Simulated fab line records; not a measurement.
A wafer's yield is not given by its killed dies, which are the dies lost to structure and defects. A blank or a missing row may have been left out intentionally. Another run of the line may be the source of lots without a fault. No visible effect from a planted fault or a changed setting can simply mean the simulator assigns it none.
Code-filled problem report in 8D (eight disciplines) form | flow gf180mcu | the parts of the form that need people (team, actions taken, sign-off) are left out

== 1. PROBLEM STATEMENT ==
PASSIVATION_CVD_00_THK at GF_PASSIVATION_THK_MEAS_01 reads a mean of 817 nm on 1 wafer of 1 lot; wafers without a fault read 993 nm with a standard deviation of 13. Relative to the usual mean, that is a shift of -14 standard deviations.
Seen first at day 33 04:11 on film-metro-02, wafer L700.1. Wafers with a number at this step in the record: 30, from 10 lots. By rule, "out" or "out of limits" means more than 4 standard deviations away from the usual mean. Any other wafer with a number is counted as sound.

== 2. WHAT IT IS; WHAT IT IS NOT ==
question                    | is                     | is not
which readings at this step | PASSIVATION_CVD_00_THK | -
which lots                  | L700                   | L683, L684, L685, L686, L688, L689, L696, L697, L705
which wafers of those lots  | L700.1                 | L700.3, L700.5
read on which gauges        | film-metro-02          | film-metro-01, film-metro-03
when                        | from day 33 04:11      | up to then (26 sound wafers); but 3 sound wafers of L705 came after

== 3. WHAT RULES OUT EACH SUSPECT ==
Counting: a tool at a process step up to the reading stays a suspect if it ran every lot that is out. Sound lots after the first of them don't rule it out here, since some wafers of a struck lot are sound.
- the gauge at GF_PASSIVATION_THK_MEAS_01 has been ruled out. All the wafers that are out were read on film-metro-02, but those of them that GF_PASSIVATION_ETCH_11 has rows for are out there too, on other tools.
- rie-metal-03 at GF_M5_METAL_ETCH_10 (etches the open film in Cl2/BCl3, stops on SiO2, target depth 627.5 nm, time 99.69 s): kept. It processed L700, the lot that is out, at day 31 15:07, and its most recent sound lot before then was L688 at day 28 05:19.
- plasma-asher-04 at GF_M5_STRIP_11 (strips in O2/N2): kept. It ran the lot that is out, L700 (day 31 15:13).
- plasma-asher-02 at GF_TOP_METAL_STRIP_17 (strips in O2/N2): kept. It processed L700, the lot that is out, at day 33 03:31, and its most recent sound lot before then was L697 at day 32 11:09.
- pecvd-03 at GF_PASSIVATION_CVD_00 (deposits SiO2 from TEOS, target thk 1000 nm, time 111.95 s): kept. It processed L700, the lot that is out, at day 33 04:06, and its most recent sound lot before then was L697 at day 32 11:39.
- At GF_M5_METAL_ETCH_10 on rie-metal-03, chamber 1 took the sound wafers of the same lots and chamber 0 took the wafers that are out.
- At GF_PASSIVATION_CVD_00, inside pecvd-03: chamber 2 took the wafers that are out, while their sound lot-mates went through chambers 0, 1.
Left after counting: rie-metal-03 at GF_M5_METAL_ETCH_10, plasma-asher-04 at GF_M5_STRIP_11, plasma-asher-02 at GF_TOP_METAL_STRIP_17, pecvd-03 at GF_PASSIVATION_CVD_00.

== 4. THE CAUSE (what the simulator had put in) ==
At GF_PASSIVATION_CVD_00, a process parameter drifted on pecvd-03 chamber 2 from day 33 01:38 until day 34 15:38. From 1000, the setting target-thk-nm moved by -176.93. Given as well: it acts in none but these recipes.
After counting, 4 suspects remain, this tool included.

== 5. THE CHAIN OF EFFECTS, in route order ==
One row per reading whose mean, taken over the struck wafers that have a number, lies over 3 standard deviations from the usual. Scope: only readings with a usual standard deviation given in the record; hours: median across lots of the time from each lot's start at the first step in this table that gives one to its start at this step; sigmas: change in usual standard deviations.
hours | step                       | reading                | usual      | on struck wafers | change | sigmas
0     | GF_PASSIVATION_THK_MEAS_01 | PASSIVATION_CVD_00_THK | 993 nm     | 817              | -176   | -14
16    | GF_PASSIVATION_ETCH_11     | oes-product-au         | 0.961 a.u. | 0.896            | -0.065 | -8.7
Here are the process steps it includes:
- GF_PASSIVATION_ETCH_11: etches the open film in CF4/O2, stops on TiN, target depth 1800 nm, time 400 s.

== 6. WHAT WOULD HAVE CAUGHT IT SOONER ==
Counted from the fault's start at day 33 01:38, it took 3 hours until the first out-of-limits reading at a measuring or inspecting step in this record, taken at day 33 04:11.
No tool reading at GF_PASSIVATION_CVD_00 that has a usual standard deviation in the record was out on any struck wafer, so an alarm limit of 4 standard deviations on those readings would not have fired.
By day 33 04:11 the whole set of lots that are out, 1 in number, had already begun GF_PASSIVATION_CVD_00 on pecvd-03. A hold on the tool at that time would have spared none of them.
